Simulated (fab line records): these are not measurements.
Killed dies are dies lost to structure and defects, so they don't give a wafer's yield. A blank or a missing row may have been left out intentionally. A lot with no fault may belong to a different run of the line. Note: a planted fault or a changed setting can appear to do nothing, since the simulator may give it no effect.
Matching of chambers    flow gf180mcu    pecvd-03 running GF_PASSIVATION_CVD_02: 3 sister chambers
The step deposits Si3N4, target thk 700 nm, time 486.18 s. 3 wafers are shown with their chamber, then 8 later ones without.

## WAFERS WITH THEIR CHAMBER
wafer   chamber  heater-power-w (W)
L210.2  2        615
L210.6  1        642
L218.2  0        712

## WAFERS WITH NO CHAMBER GIVEN
wafer   heater-power-w (W)
L218.3  716
L218.4  752
L220.2  725
L220.4  660
L220.6  763
L227.1  550
L227.4  688
L227.6  625

## WHICH CHAMBER EACH ONE RAN IN
wafer    from the rows above            in truth
L218.3   0                              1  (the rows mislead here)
L218.4   0                              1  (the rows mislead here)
L220.2   0                              0
L220.4   can't be placed: 1 or 2 or 0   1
L220.6   0                              0
L227.1   can't be placed: 2 or 1        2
L227.4   can't be placed: 0 or 1 or 2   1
L227.6   can't be placed: 2 or 1        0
Correct placement for 2 of the 8. Not placeable from these rows: 4 (in 3, the candidates include the true chamber). Placed wrongly: 2.
How it was worked out, from the rows above alone: a wafer's distance from a chamber is the root of the sum, over the readings, of the square of ((its reading less the chamber's mean) divided by the reading's scatter). If the next closest chamber is less than 2 further off than the closest, the wafer can't be placed; otherwise it belongs to the closest. The mean given for a chamber averages the wafers shown for that chamber. The scatter: with one shown wafer a chamber, the root of the mean of the squares of how far each hidden wafer lies from its nearest shown one.
